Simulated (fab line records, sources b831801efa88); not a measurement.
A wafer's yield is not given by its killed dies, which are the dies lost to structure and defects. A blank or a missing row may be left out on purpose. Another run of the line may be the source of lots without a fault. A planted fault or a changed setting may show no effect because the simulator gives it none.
fab line records	flow sky130
record: lots: 6	wafers: 18	lastDay: 49
route steps=708 shown VT_ADJUST_LVTN@109 VT_ADJUST_NCORE@119
lots untouched by any fault: they come from a run of this same line in which no faults occurred
startH: the number of hours between the record's first day and the start of the first shown wafer of the lot	waitH: how many hours have passed since the lot's step before this one	" unchanged from the row above	L1.1+2: a single row standing in for several wafers	- value missing, or start not given	* or withheld: withheld	< > ~ a bound
route shown NAME@n: names a module that has steps shown in the file, with the first one's number in the route	usual: the fault-free wafers' mean and standard deviation	same: alike in all rows	chamber/n: place in a boat	sites: the reading at each site	_std_site: how widely they spread, as a standard deviation	_edge_site: outer sites' mean less inner sites'	radiusMm: for every site, how far away it sits from the centre of the wafer	mask NAME#n: copy n	behind: the last tool/chamber to shape the wafer	hold: reason for holding the lot/hours on hold/outcome of the hold	device: names the non-switching transistor (n, p or np)	end of line: the same wafers' tests at the end of the route	for a step that has no rows: nothing shown but its recipe	killed: not the wafer's yield, but the dies lost to structure and defects at the first sort	map: shows each die of a wafer: x if killed, . if not, _ if none is there
set.NAME: the setting as run; set.NAME@STEP: as run at that earlier step	model.NAME: the simulator's own value behind a step, which no gauge read
lots at some steps of the route; a table a step, a row a wafer
services: the hour from which a tool's chamber was out of use, counted from the record's first day as startH (under 0 if before that day), plus the number of hours and why
== steps ==
step: SKY_VT_ADJUST_LVTN_HMDS_12
recipe: primeTimeS: 60	primeTempC: 120
step: SKY_VT_ADJUST_LVTN_COAT_13
recipe: resist: NOVOLAK	spinRpm: 3000	resistThkNm: 1140
step: SKY_VT_ADJUST_LVTN_SOFTBAKE_14
recipe: tempC: 90	timeS: 60	resist: NOVOLAK
step: SKY_VT_ADJUST_LVTN_EXPOSE_15
recipe: maskId: HVN_STD_DERIVED	na: 0.6	sourceShape: conventional	sigmaOuter: 0.6	polarization: unpolarized	targetCdNm: 600	doseMj: 163
step: SKY_VT_ADJUST_LVTN_PEB_16
recipe: tempC: withheld	timeS: *	resist: NOVOLAK
step: SKY_VT_ADJUST_LVTN_DEVELOP_17
recipe: resist: NOVOLAK	developer: TMAH	developTimeS: 60	devTempC: 23
step: SKY_VT_ADJUST_LVTN_OVL_MEAS_18
usual: VT_ADJUST_LVTN_01_OVL: -1.5/1.2
lot.wafer	tool	chamber	startH	waitH	VT_ADJUST_LVTN_01_OVL[nm]
L394.4	overlay-02	-	169.43	0.1	-1.6
L394.5	"	-	"	"	-2.7
L394.6	"	-	"	"	-1.8
L403.1	overlay-01	-	245.61	0.1	-1.6
L403.5	"	-	"	"	0.4
L403.6	"	-	"	"	-0.7
L407.1	overlay-01	-	265.48	0.1	-1.4
L407.5	"	-	"	"	-0.8
L407.6	"	-	"	"	-2.2
L408.1	overlay-01	-	273.66	0.1	-1.9
L408.4	"	-	"	"	-2.0
L408.5	"	-	"	"	-4.3
L409.2	overlay-01	-	278.49	0.1	0.3
L409.3	"	-	"	"	-1.9
L409.5	"	-	"	"	-0.3
L411.1	overlay-02	-	296.83	0.1	-1.8
L411.3	"	-	"	"	0.4
L411.6	"	-	"	"	-3.1
step: SKY_VT_ADJUST_LVTN_IMPLANT_19
recipe: species: B	energyKev: 30	doseCm2: 6.5e+11	tiltDeg: withheld
step: SKY_VT_ADJUST_LVTN_STRIP_20
recipe: chemistry: O2/N2	powerW: 1400	pressureMtorr: 1500	platenTempC: withheld	o2FlowSccm: 3000	n2FlowSccm: 300	overashFraction: 0.5
usual: drypumpMotorCurrentA: 5.6/0.62	oesProductAu: 0.716/0.0041	stripTimeToEndpointS: 14.19/0.039
lot.wafer	tool	chamber	startH	waitH	drypumpMotorCurrentA	oesProductAu	rfHoursCounterH	stripTimeToEndpointS
L394.4	plasmaAsher-04	1	169.63	0.1	6.2	0.712	-	14.20
L394.5	"	0	"	"	4.8	0.717	-	14.22
L394.6	"	1	"	"	6.2	0.712	-	14.18
L403.1	plasmaAsher-04	0	245.80	0.1	4.9	0.717	13	14.19
L403.5	"	1	"	"	6.2	0.721	-	14.19
L403.6	"	0	"	"	4.9	0.719	-	14.23
L407.1	plasmaAsher-04	1	265.67	0.1	6.2	0.710	15	14.22
L407.5	"	1	"	"	6.2	0.710	-	14.22
L407.6	"	0	"	"	4.8	0.715	-	14.19
L408.1	plasmaAsher-03	0	273.85	0.1	4.8	0.721	61	14.20
L408.4	"	0	"	"	4.8	0.723	-	14.19
L408.5	"	0	"	"	4.8	0.711	-	14.20
L409.2	plasmaAsher-04	1	278.67	0.1	6.2	0.712	16	14.16
L409.3	"	0	"	"	4.9	0.723	-	14.16
L409.5	"	0	"	"	4.9	0.716	-	14.14
L411.1	plasmaAsher-04	1	297.02	0.1	6.2	0.716	18	14.23
L411.3	"	0	"	"	4.9	0.714	-	14.20
L411.6	"	1	"	"	6.2	0.714	-	14.18
step: SKY_VT_ADJUST_LVTN_TW_MEAS_21
usual: VT_ADJUST_LVTN_2_TW: 188.5/1.3
lot.wafer	tool	chamber	startH	waitH	VT_ADJUST_LVTN_2_TW
L394.4	filmMetro-04	-	169.73	0.1	190.5
L394.5	"	-	"	"	190.6
L394.6	"	-	"	"	189.1
L403.1	filmMetro-01	-	245.90	0.1	187.1
L403.5	"	-	"	"	186.9
L403.6	"	-	"	"	187.0
L407.1	filmMetro-04	-	265.77	0.1	189.4
L407.5	"	-	"	"	188.3
L407.6	"	-	"	"	189.9
L408.1	filmMetro-02	-	273.95	0.1	189.6
L408.4	"	-	"	"	190.0
L408.5	"	-	"	"	190.1
L409.2	filmMetro-01	-	278.78	0.1	187.0
L409.3	"	-	"	"	187.3
L409.5	"	-	"	"	188.2
L411.1	filmMetro-02	-	297.12	0.1	188.5
L411.3	"	-	"	"	188.3
L411.6	"	-	"	"	187.9
step: SKY_VT_ADJUST_NCORE_DEHYDRATE_00
recipe: tempC: 200	timeS: 60
step: SKY_VT_ADJUST_NCORE_HMDS_01
recipe: primeTimeS: 60	primeTempC: 120
step: SKY_VT_ADJUST_NCORE_COAT_02
recipe: resist: NOVOLAK	spinRpm: 3000	resistThkNm: 1140
lot.wafer	tool	chamber	startH	waitH	model.NOVOLAK_of_VT_ADJUST_NCORE_COAT_02.thkNm
L394.4	lithoTrack-04	0	180.15	0.1	1141
L394.5	"	0	"	"	1139
L394.6	"	0	"	"	1143
L403.1	lithoTrack-03	0	257.78	0.1	1144
L403.5	"	0	"	"	1147
L403.6	"	0	"	"	1145
L407.1	lithoTrack-03	0	277.53	0.1	1190
L407.5	"	0	"	"	1192
L407.6	"	0	"	"	1189
L408.1	lithoTrack-03	0	285.93	0.1	1186
L408.4	"	0	"	"	1185
L408.5	"	0	"	"	1189
L409.2	lithoTrack-01	0	290.77	0.1	1140
L409.3	"	0	"	"	1139
L409.5	"	0	"	"	1141
L411.1	lithoTrack-04	0	309.13	0.1	1137
L411.3	"	0	"	"	1135
L411.6	"	0	"	"	1133
step: SKY_VT_ADJUST_NCORE_SOFTBAKE_03
recipe: tempC: 90	timeS: 60	resist: NOVOLAK
step: SKY_VT_ADJUST_NCORE_EXPOSE_04
recipe: maskId: LVTN_COMPLEMENT_THIN	na: 0.6	sourceShape: conventional	sigmaOuter: 0.6	polarization: unpolarized	targetCdNm: 380	doseMj: 139
step: SKY_VT_ADJUST_NCORE_PEB_05
recipe: tempC: withheld	timeS: *	resist: NOVOLAK
step: SKY_VT_ADJUST_NCORE_DEVELOP_06
recipe: resist: NOVOLAK	developer: TMAH	developTimeS: 60	devTempC: 23
lot.wafer	tool	chamber	startH	waitH	model.NOVOLAK_of_VT_ADJUST_NCORE_COAT_02.thkNm
L394.4	lithoTrack-01	0	190.97	0.1	1140
L394.5	"	0	"	"	1139
L394.6	"	0	"	"	1142
L403.1	lithoTrack-01	0	269.85	0.1	1143
L403.5	"	0	"	"	1147
L403.6	"	0	"	"	1144
L407.1	lithoTrack-03	0	289.53	0.1	1190
L407.5	"	0	"	"	1192
L407.6	"	0	"	"	1189
L408.1	lithoTrack-03	0	298.23	0.1	1186
L408.4	"	0	"	"	1185
L408.5	"	0	"	"	1189
L409.2	lithoTrack-03	0	303.61	0.1	1139
L409.3	"	0	"	"	1138
L409.5	"	0	"	"	1140
L411.1	lithoTrack-01	0	321.90	0.1	1136
L411.3	"	0	"	"	1135
L411.6	"	0	"	"	1133
step: SKY_VT_ADJUST_NCORE_CD_MEAS_07
recipe: targetCdNm: 380
usual: cdNm: 379.6/2.9
lot.wafer	tool	chamber	startH	waitH	cdNm
L394.4	cdSem-02	-	191.11	0.1	376.3
L394.5	"	-	"	"	377.5
L394.6	"	-	"	"	374.5
L403.1	cdSem-02	-	270.00	0.1	380.0
L403.5	"	-	"	"	377.1
L403.6	"	-	"	"	376.6
L407.1	cdSem-01	-	289.68	0.1	376.1
L407.5	"	-	"	"	373.2
L407.6	"	-	"	"	372.9
L408.1	cdSem-02	-	298.38	0.1	373.0
L408.4	"	-	"	"	370.9
L408.5	"	-	"	"	372.2
L409.2	cdSem-02	-	303.75	0.1	382.8
L409.3	"	-	"	"	381.1
L409.5	"	-	"	"	379.3
L411.1	cdSem-02	-	322.15	0.2	385.7
L411.3	"	-	"	"	379.3
L411.6	"	-	"	"	382.8
step: SKY_VT_ADJUST_NCORE_OVL_MEAS_08
usual: VT_ADJUST_NCORE_OVL: -0.5/1.8
lot.wafer	tool	chamber	startH	waitH	VT_ADJUST_NCORE_OVL[nm]
L394.4	overlay-01	-	191.19	0.1	-0.5
L394.5	"	-	"	"	0.3
L394.6	"	-	"	"	-0.1
L403.1	overlay-01	-	270.12	0.1	0.9
L403.5	"	-	"	"	0.6
L403.6	"	-	"	"	0.2
L407.1	overlay-01	-	289.80	0.1	-1.9
L407.5	"	-	"	"	-1.9
L407.6	"	-	"	"	-1.0
L408.1	overlay-01	-	298.50	0.1	-0.1
L408.4	"	-	"	"	-0.7
L408.5	"	-	"	"	-1.0
L409.2	overlay-02	-	303.86	0.1	-2.5
L409.3	"	-	"	"	-2.5
L409.5	"	-	"	"	-0.3
L411.1	overlay-01	-	322.27	0.1	-1.0
L411.3	"	-	"	"	0.7
L411.6	"	-	"	"	0.3
step: SKY_VT_ADJUST_NCORE_IMPLANT_09
recipe: species: B	energyKev: 10	doseCm2: 2.4e+12	tiltDeg: withheld
step: SKY_VT_ADJUST_NCORE_STRIP_10
recipe: chemistry: O2/N2	powerW: 1400	pressureMtorr: 1500	platenTempC: withheld	o2FlowSccm: 3000	n2FlowSccm: 300	overashFraction: 0.5
usual: drypumpMotorCurrentA: 5.7/0.48	oesProductAu: 0.716/0.0049	stripTimeToEndpointS: 14.19/0.042
lot.wafer	tool	chamber	startH	waitH	drypumpMotorCurrentA	oesProductAu	rfHoursCounterH	stripTimeToEndpointS
L394.4	plasmaAsher-03	0	191.39	0.1	4.8	0.713	-	14.18
L394.5	"	1	"	"	5.9	0.708	-	14.15
L394.6	"	0	"	"	4.8	0.710	-	14.22
L403.1	plasmaAsher-03	0	270.30	0.1	4.8	0.717	61	14.22
L403.5	"	1	"	"	5.8	0.723	-	14.24
L403.6	"	0	"	"	4.8	0.711	-	14.23
L407.1	plasmaAsher-03	1	289.99	0.1	5.8	0.713	63	14.73
L407.5	"	1	"	"	5.8	0.716	-	14.77
L407.6	"	0	"	"	4.8	0.712	-	14.72
L408.1	plasmaAsher-02	1	298.69	0.1	5.8	0.719	60	14.69
L408.4	"	0	"	"	6.0	0.725	-	14.67
L408.5	"	1	"	"	5.8	0.719	-	14.72
L409.2	plasmaAsher-02	1	304.04	0.1	5.8	0.721	60	14.18
L409.3	"	1	"	"	5.8	0.707	-	14.15
L409.5	"	0	"	"	6.0	0.714	-	14.20
L411.1	plasmaAsher-02	1	322.45	0.1	5.8	0.716	62	14.14
L411.3	"	1	"	"	5.8	0.714	-	14.11
L411.6	"	0	"	"	6.0	0.721	-	14.10
step: SKY_VT_ADJUST_NCORE_TW_MEAS_11
usual: VT_ADJUST_NCORE_TW: 219.4/1.4
lot.wafer	tool	chamber	startH	waitH	VT_ADJUST_NCORE_TW
L394.4	filmMetro-04	-	191.48	0.1	221.5
L394.5	"	-	"	"	222.0
L394.6	"	-	"	"	222.6
L403.1	filmMetro-03	-	270.40	0.1	219.6
L403.5	"	-	"	"	219.8
L403.6	"	-	"	"	219.4
L407.1	filmMetro-03	-	290.09	0.1	222.2
L407.5	"	-	"	"	221.2
L407.6	"	-	"	"	221.6
L408.1	filmMetro-01	-	298.79	0.1	219.4
L408.4	"	-	"	"	220.1
L408.5	"	-	"	"	219.5
L409.2	filmMetro-04	-	304.15	0.1	221.7
L409.3	"	-	"	"	221.5
L409.5	"	-	"	"	221.3
L411.1	filmMetro-03	-	322.55	0.1	219.4
L411.3	"	-	"	"	221.2
L411.6	"	-	"	"	220.6
== services ==
tool	chamber	startH	hours	kind
plasmaAsher-04	-	147.76	0.4	repair
plasmaAsher-02	-	207.31	0.4	repair
plasmaAsher-04	-	233.67	2.2	repair
plasmaAsher-02	-	235.32	1.4	repair
plasmaAsher-02	-	245.57	2.8	pm
== key ==
firstSign: step: SKY_VT_ADJUST_NCORE_CD_MEAS_07	reading: cdNm	direction: down	sigmas: 2.3	usual: 379.6	struck: 373.0
effect: step: SKY_VT_ADJUST_NCORE_STRIP_10	reading: stripTimeToEndpointS	direction: up	sigmas: 13	usual: *	struck: *
modelEffect: step: SKY_VT_ADJUST_NCORE_COAT_02	value: NOVOLAK_of_VT_ADJUST_NCORE_COAT_02.thkNm	without: 1142	struck: 1189
modelEffect: step: SKY_VT_ADJUST_NCORE_DEVELOP_06	value: NOVOLAK_of_VT_ADJUST_NCORE_COAT_02.thkNm	without: 1141	struck: 1188
metAt SKY_VT_ADJUST_NCORE_COAT_02
struckWafers L407.1,L407.5,L407.6,L408.1,L408.4,L408.5
testerLeftOut L407,L408
onsetBetween 257.78 277.53
fault: kind: processParameterDrift	tool: lithoTrack-03	chamber: -	onsetH: 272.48	steps: SKY_VT_ADJUST_NCORE_COAT_02	channel: resistThkNm	offset: 46.844	shape: step	endH: 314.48	actsIn: theseRecipesOnly	stated: 1140
testerLeftOut: of these lots the tester's yield and bins aren't shown, on N5 and GAA mostly nor the transistor test; their killed dies are dies lost to structure and defects alone, not to doping, threshold or leakage, so they don't give the yield
